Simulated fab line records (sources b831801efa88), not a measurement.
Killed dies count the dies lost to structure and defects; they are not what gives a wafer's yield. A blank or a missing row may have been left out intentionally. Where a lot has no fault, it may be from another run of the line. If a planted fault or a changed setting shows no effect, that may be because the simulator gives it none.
Tool commonality check || flow sky130 || Lots sampled 13, wafers sampled 39

== WHY THIS WAS OPENED ==
At SKY_LDD_LDN_OVL_MEAS_07 the reading LDD_LDN_OVL is flagged on 3 of 13 lots. Fault-free wafers read 0.3 nm, with a standard deviation of 1.4.
Rule: flag the lot when none of its wafers has a number, or when each of its wafers that has one lies beyond 4 standard deviations from that mean. The other lots count as sound.

{"lot": "L347", "measured": "day 22 21:35", "on": "overlay-02", "LDD_LDN_OVL (nm), wafer by wafer": "-0.2 -2.3 -2.0", "flag": ""}
{"lot": "L348", "measured": "day 23 15:46", "on": "overlay-01", "LDD_LDN_OVL (nm), wafer by wafer": "1.1 1.4 -0.5", "flag": ""}
{"lot": "L349", "measured": "day 24 01:16", "on": "overlay-01", "LDD_LDN_OVL (nm), wafer by wafer": "0.8 0.0 -0.6", "flag": ""}
{"lot": "L350", "measured": "day 24 20:10", "on": "overlay-01", "LDD_LDN_OVL (nm), wafer by wafer": "1.5 0.3 2.1", "flag": ""}
{"lot": "L352", "measured": "day 24 20:28", "on": "overlay-01", "LDD_LDN_OVL (nm), wafer by wafer": "-1.2 -1.4 -2.1", "flag": ""}
{"lot": "L351", "measured": "day 24 20:46", "on": "overlay-02", "LDD_LDN_OVL (nm), wafer by wafer": "1.0 -1.3 0.8", "flag": ""}
{"lot": "L353", "measured": "day 25 22:28", "on": "overlay-02", "LDD_LDN_OVL (nm), wafer by wafer": "-0.3 1.3 -1.6", "flag": ""}
{"lot": "L355", "measured": "day 26 09:14", "on": "overlay-01", "LDD_LDN_OVL (nm), wafer by wafer": "0.4 0.8 -0.9", "flag": ""}
{"lot": "L363", "measured": "day 29 09:11", "on": "overlay-01", "LDD_LDN_OVL (nm), wafer by wafer": "42.9 44.0 43.0", "flag": "FLAGGED"}
{"lot": "L362", "measured": "day 29 11:19", "on": "overlay-02", "LDD_LDN_OVL (nm), wafer by wafer": "42.2 39.4 42.7", "flag": "FLAGGED"}
{"lot": "L366", "measured": "day 29 22:15", "on": "overlay-01", "LDD_LDN_OVL (nm), wafer by wafer": "39.9 41.5 41.9", "flag": "FLAGGED"}
{"lot": "L368", "measured": "day 30 13:25", "on": "overlay-01", "LDD_LDN_OVL (nm), wafer by wafer": "1.3 1.6 0.6", "flag": ""}
{"lot": "L369", "measured": "day 30 19:53", "on": "overlay-02", "LDD_LDN_OVL (nm), wafer by wafer": "2.8 2.1 2.5", "flag": ""}
On average the flagged lots' numbers are 41.9 nm, which is +41.6 nm against the usual, or +30 standard deviations.

== LOT BY LOT: THE TOOL USED ==
The record holds 1 process step before the reading, out of a route of 708 steps. Read each cell as the tool, then ch plus the chambers that the sampled wafers visited, then the start.
{"lot": "L347", "flag": "", "SKY_LDD_LDN_EXPOSE_04": "iline_stepper-01 ch 0, day 22 07:47"}
{"lot": "L348", "flag": "", "SKY_LDD_LDN_EXPOSE_04": "iline_stepper-01 ch 0, day 22 23:26"}
{"lot": "L349", "flag": "", "SKY_LDD_LDN_EXPOSE_04": "iline_stepper-02 ch 0, day 23 09:47"}
{"lot": "L350", "flag": "", "SKY_LDD_LDN_EXPOSE_04": "iline_stepper-02 ch 0, day 24 05:16"}
{"lot": "L352", "flag": "", "SKY_LDD_LDN_EXPOSE_04": "iline_stepper-01 ch 0, day 24 05:31"}
{"lot": "L351", "flag": "", "SKY_LDD_LDN_EXPOSE_04": "iline_stepper-02 ch 0, day 24 05:46"}
{"lot": "L353", "flag": "", "SKY_LDD_LDN_EXPOSE_04": "iline_stepper-01 ch 0, day 25 08:25"}
{"lot": "L355", "flag": "", "SKY_LDD_LDN_EXPOSE_04": "iline_stepper-02 ch 0, day 25 18:07"}
{"lot": "L363", "flag": "FLAGGED", "SKY_LDD_LDN_EXPOSE_04": "iline_stepper-01 ch 0, day 28 20:25"}
{"lot": "L362", "flag": "FLAGGED", "SKY_LDD_LDN_EXPOSE_04": "iline_stepper-01 ch 0, day 28 22:39"}
{"lot": "L366", "flag": "FLAGGED", "SKY_LDD_LDN_EXPOSE_04": "iline_stepper-01 ch 0, day 29 07:49"}
{"lot": "L368", "flag": "", "SKY_LDD_LDN_EXPOSE_04": "iline_stepper-02 ch 0, day 30 00:29"}
{"lot": "L369", "flag": "", "SKY_LDD_LDN_EXPOSE_04": "iline_stepper-02 ch 0, day 30 07:01"}
What the steps here do:
- SKY_LDD_LDN_EXPOSE_04: exposes mask LDNTM, target cd 700 nm.
- SKY_LDD_LDN_OVL_MEAS_07

== FLAGGED AGAINST TOTAL, ONE TOOL AT A TIME (gauges that did the reading follow at the end) ==
{"step": "SKY_LDD_LDN_EXPOSE_04", "tool": "iline_stepper-01", "lots run": 7, "flagged": 3, "share of the flagged lots": "all", "sound lots run after its first flagged lot": 0}
{"step": "SKY_LDD_LDN_EXPOSE_04", "tool": "iline_stepper-02", "lots run": 6, "flagged": 0, "share of the flagged lots": "none", "sound lots run after its first flagged lot": "-"}
{"step": "SKY_LDD_LDN_OVL_MEAS_07", "tool": "overlay-01", "lots run": 8, "flagged": 2, "share of the flagged lots": "some", "sound lots run after its first flagged lot": "1 (L368)"}
{"step": "SKY_LDD_LDN_OVL_MEAS_07", "tool": "overlay-02", "lots run": 5, "flagged": 1, "share of the flagged lots": "some", "sound lots run after its first flagged lot": "1 (L369)"}

== WHAT THE TABLE ALLOWS ==
1 row of the table ran every flagged lot: iline_stepper-01 at SKY_LDD_LDN_EXPOSE_04.
- iline_stepper-01 at SKY_LDD_LDN_EXPOSE_04: 3 of its 7 lots flagged. A fault beginning between L353 (day 25 08:25), its last sound lot, and L363 (day 28 20:25), its first flagged one, fits the data.
Just one tool remains: iline_stepper-01 at SKY_LDD_LDN_EXPOSE_04.

== WHAT WAS PUT IN BY THE SIMULATOR ==
Scanner matching overlay: iline_stepper-01, from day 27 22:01 on, at SKY_LDD_LDN_EXPOSE_04. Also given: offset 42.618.
Shown lots that were struck: L363, L362, L366. Same finding as the rule above.
